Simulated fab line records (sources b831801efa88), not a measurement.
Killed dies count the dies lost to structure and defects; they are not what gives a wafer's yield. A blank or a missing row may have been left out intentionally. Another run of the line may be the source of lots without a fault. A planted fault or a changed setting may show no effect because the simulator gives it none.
2 desks, one fault -- flow gf180mcu -- numbers are kept per desk, each desk with only its own; the story behind them comes last

THE METROLOGY DESK
Lot by lot, what the gauges showed, no matter which tool ran the lot: averages of those sampled wafers that carry a number. Any lot whose mean is over 4 standard deviations away from the usual mean is out of limits and marked OUT; that distance is given in the brackets.
Columns: A = V2_CVD_02_THK at GF_V2_THK_MEAS_03, usual 848 nm; B = cd nm at GF_V2_CD_MEAS_14, usual 259.9 nm; C = cd nm at GF_M3_CD_MEAS_14, usual 280.1 nm
lot,first seen here,A,B,C
L572,day 19 03:58,845,260.2,278.7
L574,day 20 01:52,836,262.3,277.7
L576,day 20 17:34,858,260.0,277.2
L582,day 23 01:41,853,258.9,282.8
L583,day 23 06:49,841,261.5,280.8
L584,day 23 12:26,851,259.8,281.2
L587,day 24 18:23,838,258.3,279.2
L588,day 24 21:50,844,258.4,281.4
L589,day 25 08:11,838,261.0,280.0
L590,day 25 22:43,847,259.4,279.5
L591,day 26 05:25,849,262.4,282.9
L592,day 26 11:25,864,260.4,279.7
L593,day 26 14:17,852,259.1,279.7
L595,day 27 05:33,839,260.0,280.7
L594,day 27 07:28,851,261.4,279.7
This desk's finding: nothing out of limits on any of the 15 lots.

DESK OF THE TOOL OWNER: rtp anneal-01
Per lot that ran on this tool, the mean of the sampled wafers carrying a number, from the tool's own readings at GF_SALICIDE_RTA_08 (time 30 s). Any lot whose mean is over 4 standard deviations away from the usual mean is out of limits and marked OUT; that distance is given in the brackets.
Columns: A = chamber o2 ppm at GF_SALICIDE_RTA_08, usual 1.997; B = lamp power pct at GF_SALICIDE_RTA_08, usual 15.7 %; C = wafer_temp_C_max at GF_SALICIDE_RTA_08, usual 803.7
lot,first seen here,A,B,C
L572,day 15 01:53,2.016,15.1,803.5
L576,day 16 14:13,2.019,15.1,803.8
L582,day 18 19:42,301.987 (+99 or more) OUT,15.1,803.1
L583,day 19 02:34,301.983 (+99 or more) OUT,15.1,803.9
L584,day 19 07:49,302.007 (+99 or more) OUT,15.1,803.6
L590,day 22 00:37,1.986,15.1,803.9
L594,day 23 11:22,1.987,15.1,804.1
This desk finds L582, L583, L584 out of limits, L582 being first, at day 18 19:42 (chamber o2 ppm at GF_SALICIDE_RTA_08). Within limits: L572, L576, L590, L594.

PUT TOGETHER
On L582, L583, L584, at day 18 19:42, an alarm was possible from the tool owner's desk.
At the metrology desk, nothing out of limits was observed.
The metrology desk has L582, L583, L584 on record, within its limits.
The lots listed all ran GF_SALICIDE_RTA_08 on rtp anneal-01.

WHAT THE SIMULATOR HAD PUT IN
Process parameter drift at GF_SALICIDE_RTA_08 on rtp anneal-01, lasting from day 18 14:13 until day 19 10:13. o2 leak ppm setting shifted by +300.
Struck lots among those shown: L582, L583, L584.
Time in hours from fault onset to the first out-of-limits reading at each desk: the tool owner's desk, 5.
